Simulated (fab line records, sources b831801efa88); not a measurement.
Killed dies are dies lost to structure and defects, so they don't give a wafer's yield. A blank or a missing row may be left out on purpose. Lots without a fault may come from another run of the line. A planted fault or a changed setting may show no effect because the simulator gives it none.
fab line records | flow gf180mcu
record lots=6 wafers=18 last_day=34
route steps=602 shown V2@408 M3@409
lots that met no fault: from a run of the same line without faults
start_h: hours from the record's first day to the start of the lot's first wafer shown | wait_h: hours since the lot's step before | " the same as in the row above | L1.1+2: a row that stands for several wafers | - no value, or no start given | * or withheld: withheld | < > ~ a bound
route shown NAME@n: a module of which the file shows steps, and the number in the route of the first | usual: mean/standard deviation of fault-free wafers | same: alike in all rows | chamber/n: place in a boat | sites: the reading at each site | _std_site: their standard deviation | _edge_site: outer sites' mean less inner sites' | radius_mm: how far each site lies from the wafer's centre | mask NAME#n: copy n | behind: the tool/chamber that last shaped the wafer | hold: why the lot was held/for how many hours/how that ended | device: the transistor (n, p or np) that didn't switch | end of line: the same wafers' tests at the end of the route | a step without rows: its recipe alone | killed: dies lost to structure and defects at the first sort, not the wafer's yield | map: a wafer's dies, x killed, . not, _ none there
set.NAME: the setting as run; set.NAME@STEP: as run at that earlier step | model.NAME: the simulator's own value behind a step, which no gauge read
lots at some steps of the route; a table a step, a row a wafer
services: from which hour (start_h, from the record's first day; less than 0 if before it) a tool's chamber was out of use, for how many hours, and why
## steps
# step GF_V2_CMP_26
# recipe stop_on=SiO2 down_force_psi=3.5 platen_rpm=60 t_overpolish_s=15 target_thk_nm=0 pad_velocity_m_s=0.94248
# usual motor_current_A=10.9/0.9 overpolish_run_s=15.000/0.0089 slurry_flow_ml_min=150.0/0.46 time_to_endpoint_s=83.6/2.9
# columns lot.wafer tool chamber start_h wait_h motor_current_A overpolish_run_s slurry_flow_ml_min time_to_endpoint_s
L444.4 cmp-02 0 470.11 0.1 11.1 14.982 149.8 82.7
L444.3 " 2 " " 13.0 15.000 149.5 84.4
L444.5 " 3 " " 10.4 14.999 150.4 82.6
L453.2 cmp-01 3 558.30 0.0 10.8 15.008 148.4 86.0
L453.4 " 1 " " 11.3 15.003 150.0 84.2
L453.3 " 2 " " 11.7 14.991 150.1 82.6
L461.3 cmp-01 3 617.27 0.1 9.6 14.992 150.0 86.0
L461.2 " 0 " " 10.3 15.008 150.1 79.3
L461.6 " 1 " " 10.7 14.993 150.5 84.6
L463.3 cmp-01 3 630.62 0.1 10.5 15.006 149.5 87.9
L463.5 " 2 " " 11.3 14.984 150.5 79.6
L463.6 " 3 " " 9.9 15.007 150.2 85.5
L464.3 cmp-02 1 639.04 0.1 11.4 14.992 150.8 82.0
L464.4 " 2 " " 13.3 14.995 149.7 85.7
L464.6 " 1 " " 11.4 15.009 150.7 81.0
L466.2 cmp-01 0 645.18 0.0 9.7 14.998 149.9 79.0
L466.3 " 1 " " 11.3 14.995 149.6 82.9
L466.1 " 3 " " 10.2 14.991 149.2 80.0
# step GF_M3_SPUTTER_00
# recipe material=Ti target_thk_nm=37.5 arriving_ion_energy_ev=80 substrate_temp_c=200 chamber_pressure_pa=2 power_w=4000 time_s=150
# usual throttle_valve_pct=29.6/0.94
# columns lot.wafer tool chamber start_h wait_h throttle_valve_pct
L444.3 pvd_sputter-04 - 470.36 0.1 29.2
L444.4 " - " " 30.0
L444.5 " - " " 28.9
L453.2 pvd_sputter-03 - 558.60 0.2 29.6
L453.3 " - " " 30.0
L453.4 " - " " 28.8
L461.2 pvd_sputter-04 - 617.47 0.1 31.0
L461.3 " - " " 28.9
L461.6 " - " " 30.9
L463.3 pvd_sputter-04 - 630.87 0.2 29.1
L463.5 " - " " 29.0
L463.6 " - " " 31.1
L464.3 pvd_sputter-04 - 639.29 0.2 31.1
L464.4 " - " " 30.1
L464.6 " - " " 29.1
L466.1 pvd_sputter-01 - 645.48 0.1 29.3
L466.2 " - " " 30.9
L466.3 " - " " 28.1
# step GF_M3_SPUTTER_01
# recipe material=TiN target_thk_nm=30 power_w=6500 time_s=25 chamber_pressure_pa=0.4
# usual throttle_valve_pct=29.6/0.95
# columns lot.wafer tool chamber start_h wait_h throttle_valve_pct
L444.3 pvd_sputter-04 - 470.46 0.1 29.3
L444.4 " - " " 30.0
L444.5 " - " " 28.9
L453.2 pvd_sputter-03 - 558.70 0.1 29.6
L453.3 " - " " 30.2
L453.4 " - " " 28.7
L461.2 pvd_sputter-04 - 617.57 0.1 31.0
L461.3 " - " " 29.2
L461.6 " - " " 31.1
L463.3 pvd_sputter-04 - 630.97 0.1 29.0
L463.5 " - " " 29.0
L463.6 " - " " 30.6
L464.3 pvd_sputter-04 - 639.39 0.1 30.7
L464.4 " - " " 29.9
L464.6 " - " " 29.1
L466.1 pvd_sputter-01 - 645.58 0.1 29.3
L466.2 " - " " 31.4
L466.3 " - " " 28.0
# step GF_M3_SPUTTER_02
# recipe material=AlCu target_thk_nm=450 power_w=10600 time_s=23.9 chamber_pressure_pa=0.4
# usual throttle_valve_pct=29.6/0.96
# columns lot.wafer tool chamber start_h wait_h throttle_valve_pct
L444.3 pvd_sputter-04 - 470.49 0.0 29.1
L444.4 " - " " 30.2
L444.5 " - " " 29.0
L453.2 pvd_sputter-03 - 558.73 0.0 29.6
L453.3 " - " " 30.0
L453.4 " - " " 29.0
L461.2 pvd_sputter-04 - 617.60 0.0 30.8
L461.3 " - " " 29.1
L461.6 " - " " 31.0
L463.3 pvd_sputter-04 - 631.00 0.0 29.1
L463.5 " - " " 28.9
L463.6 " - " " 30.9
L464.3 pvd_sputter-04 - 639.42 0.0 31.2
L464.4 " - " " 29.9
L464.6 " - " " 29.1
L466.1 pvd_sputter-01 - 645.61 0.0 29.5
L466.2 " - " " 30.9
L466.3 " - " " 28.2
# step GF_M3_SPUTTER_03
# recipe material=Ti target_thk_nm=10 substrate_temp_c=300 chamber_pressure_pa=0.3 power_w=3000 time_s=6.7
# step GF_M3_SPUTTER_04
# recipe material=TiN target_thk_nm=50 power_w=6500 time_s=41.7 chamber_pressure_pa=0.4
# step GF_M3_RS_MEAS_05
# recipe thk_meas_gauge=four-point-probe reads=TiN_of_M3_SPUTTER_04+Ti_of_M3_SPUTTER_03+AlCu_of_M3_SPUTTER_02+TiN_of_M3_SPUTTER_01+Ti_of_M3_SPUTTER_00
# usual M3_ALCU_RS=0.0697/0.00079
# columns lot.wafer tool chamber start_h wait_h M3_ALCU_RS[ohm/sq]
L444.3 film_metro-02 - 470.62 0.1 0.0710
L444.4 " - " " 0.0714
L444.5 " - " " 0.0712
L453.2 film_metro-02 - 558.84 0.0 0.0692
L453.3 " - " " 0.0693
L453.4 " - " " 0.0693
L461.2 film_metro-01 - 617.71 0.0 0.0690
L461.3 " - " " 0.0700
L461.6 " - " " 0.0686
L463.3 film_metro-01 - 631.13 0.1 0.0705
L463.5 " - " " 0.0708
L463.6 " - " " 0.0696
L464.3 film_metro-01 - 639.55 0.1 0.0697
L464.4 " - " " 0.0713
L464.6 " - " " 0.0704
L466.1 film_metro-01 - 645.70 0.0 0.0686
L466.2 " - " " 0.0689
L466.3 " - " " 0.0691
# step GF_M3_THK_MEAS_06
# recipe thk_meas_gauge=xrf reads=AlCu_of_M3_SPUTTER_02
# usual M3_ALCU_THK=454/5.5
# columns lot.wafer tool chamber start_h wait_h M3_ALCU_THK[nm]
L444.3 film_metro-02 - 470.72 0.1 447
L444.4 " - " " 439
L444.5 " - " " 442
L453.2 film_metro-02 - 558.95 0.1 456
L453.3 " - " " 456
L453.4 " - " " 458
L461.2 film_metro-01 - 617.82 0.1 458
L461.3 " - " " 452
L461.6 " - " " 461
L463.3 film_metro-01 - 631.23 0.1 452
L463.5 " - " " 450
L463.6 " - " " 456
L464.3 film_metro-01 - 639.65 0.1 454
L464.4 " - " " 444
L464.6 " - " " 452
L466.1 film_metro-01 - 645.82 0.1 463
L466.2 " - " " 460
L466.3 " - " " 458
# step GF_M3_DEHYDRATE_07
# recipe temp_c=200 time_s=60
# step GF_M3_HMDS_08
# recipe prime_time_s=60 prime_temp_c=120
# step GF_M3_COAT_09
# recipe resist=KrF spin_rpm=withheld resist_thk_nm=1000
# step GF_M3_SOFTBAKE_10
# recipe temp_c=130 time_s=60 resist=KrF
# step GF_M3_EXPOSE_11
# recipe mask_id=Metal3 target_cd_nm=280 na=0.68 source_shape=conventional sigma_outer=0.6 dose_mj=28
# same na=0.68
# columns lot.wafer tool chamber start_h wait_h mask model.M3.overlay_x_nm
L444.3+4+5 krf_scanner-01 0 482.73 - Metal3#0 0.02852
L453.2+3+4 krf_scanner-02 0 570.06 - Metal3#0 -2.547
L461.2+3+6 krf_scanner-01 0 628.10 - Metal3#0 1.736
L463.3+5+6 krf_scanner-01 0 641.77 - Metal3#0 42.1
L464.3+4+6 krf_scanner-02 0 649.51 - Metal3#0 -1.027
L466.1+2+3 krf_scanner-01 0 655.74 - Metal3#0 40.34
# step GF_M3_PEB_12
# recipe peb_temp_c=135 peb_time_s=90 resist=KrF
# step GF_M3_DEVELOP_13
# recipe develop_time_s=60 dev_temp_c=21
# step GF_M3_CD_MEAS_14
# recipe target_cd_nm=280
# usual cd_nm=279.7/1.1
# columns lot.wafer tool chamber start_h wait_h cd_nm
L444.3 cd_sem-02 - 494.31 0.1 279.7
L444.4 " - " " 279.8
L444.5 " - " " 279.7
L453.2 cd_sem-01 - 580.27 0.1 279.9
L453.3 " - " " 280.5
L453.4 " - " " 278.5
L461.2 cd_sem-02 - 637.98 0.1 280.1
L461.3 " - " " 279.7
L461.6 " - " " 278.9
L463.3 cd_sem-02 - 651.40 0.1 279.4
L463.5 " - " " 280.3
L463.6 " - " " 280.7
L464.3 cd_sem-01 - 659.21 0.1 280.5
L464.4 " - " " 281.3
L464.6 " - " " 281.0
L466.1 cd_sem-02 - 665.22 0.1 278.8
L466.2 " - " " 279.5
L466.3 " - " " 279.0
# step GF_M3_OVL_MEAS_15
# usual M3_OVL=-2/6.1
# columns lot.wafer tool chamber start_h wait_h M3_OVL[nm]
L444.3 overlay-02 - 494.40 0.1 -2
L444.4 " - " " -3
L444.5 " - " " -7
L453.2 overlay-02 - 580.37 0.1 -2
L453.3 " - " " -9
L453.4 " - " " -1
L461.2 overlay-01 - 638.09 0.1 5
L461.3 " - " " 4
L461.6 " - " " 5
L463.3 overlay-01 - 651.49 0.1 46
L463.5 " - " " 40
L463.6 " - " " 45
L464.3 overlay-01 - 659.30 0.1 -11
L464.4 " - " " -4
L464.6 " - " " -4
L466.1 overlay-01 - 665.34 0.1 39
L466.2 " - " " 47
L466.3 " - " " 39
# step GF_M3_METAL_ETCH_16
# recipe chemistry=Cl2/BCl3 mask_material=KrF target_depth_nm=750.8 stop_on=SiO2 pressure_mtorr=8 icp_w=800 bias_w=140 Cl2_flow_sccm=80 bcl3_flow_sccm=40 time_s=125.1
# usual bcl3_flow_sccm=40.01/0.12 drypump_motor_current_A=5.8/0.68 oes_product_au=0.993/0.0053 throttle_valve_pct=28.228/0.0089
# columns lot.wafer tool chamber start_h wait_h bcl3_flow_sccm drypump_motor_current_A oes_product_au rf_hours_counter_h throttle_valve_pct
L444.3 rie_metal-01 1 494.47 0.1 40.03 6.7 0.994 - 28.216
L444.4 " 0 " " 39.98 5.7 0.990 - 28.233
L444.5 " 0 " " 40.06 5.7 0.988 - 28.236
L453.2 rie_metal-04 0 580.40 0.0 40.08 5.4 0.992 7 28.244
L453.3 " 1 " " 40.01 6.6 0.989 - 28.234
L453.4 " 0 " " 39.94 5.4 0.991 - 28.235
L461.2 rie_metal-01 1 638.12 0.0 39.91 6.7 0.999 15 28.218
L461.3 " 1 " " 40.07 6.7 0.999 - 28.242
L461.6 " 1 " " 40.07 6.7 0.997 - 28.220
L463.3 rie_metal-01 1 651.56 0.1 40.21 6.7 1.000 - 28.208
L463.5 " 1 " " 40.21 6.7 0.996 - 28.233
L463.6 " 0 " " 39.93 5.7 0.994 - 28.223
L464.3 rie_metal-01 0 659.41 0.1 40.01 5.7 0.986 - 28.218
L464.4 " 0 " " 40.13 5.7 0.991 - 28.232
L464.6 " 0 " " 40.12 5.7 0.993 - 28.230
L466.1 rie_metal-02 1 665.37 0.0 40.07 4.9 0.989 11 28.228
L466.2 " 1 " " 39.97 4.9 0.988 - 28.215
L466.3 " 1 " " 40.16 4.9 0.993 - 28.232
## services
# columns tool chamber start_h hours kind
krf_scanner-01 - 446.56 3.6 pm
krf_scanner-01 - 452.48 4.4 pm
krf_scanner-01 - 457.51 1.4 repair
cmp-02 - 460.01 1.3 repair
krf_scanner-01 - 473.49 1.0 pm
krf_scanner-02 - 481.46 1.3 pm
krf_scanner-01 - 483.79 0.8 pm
rie_metal-01 - 507.03 0.5 repair
pvd_sputter-04 - 518.18 3.9 repair
pvd_sputter-03 - 518.79 9.6 repair
krf_scanner-01 - 526.51 0.7 repair
pvd_sputter-04 - 527.09 1.4 repair
krf_scanner-01 - 533.30 1.3 pm
pvd_sputter-01 - 538.07 8.1 repair
cmp-01 - 546.27 0.3 repair
krf_scanner-01 - 548.79 3.9 repair
cmp-01 - 550.51 2.6 repair
krf_scanner-01 - 582.18 4.0 pm
pvd_sputter-03 - 608.10 1.5 repair
cmp-01 - 633.70 5.7 pm
krf_scanner-01 - 642.49 1.0 pm
krf_scanner-01 - 652.59 0.8 pm
pvd_sputter-04 - 657.40 3.5 repair
krf_scanner-01 - 662.67 0.8 repair
## key
first_sign step=GF_M3_OVL_MEAS_15 reading=M3_OVL direction=up sigmas=7.4 usual=-2 struck=43
effect none on later readings
model_effect step=GF_M3_EXPOSE_11 value=M3.overlay_x_nm without=-1.42 struck=41.22
met_at GF_M3_EXPOSE_11
struck_wafers L463.3,L463.5,L463.6,L466.1,L466.2,L466.3
onset_between 628.10 641.77
also_fits GF_V2_CMP_26:cmp-01
fault kind=scanner_matching_overlay tool=krf_scanner-01 chamber=- onset_h=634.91 steps=GF_M3_EXPOSE_11 offset=42.639
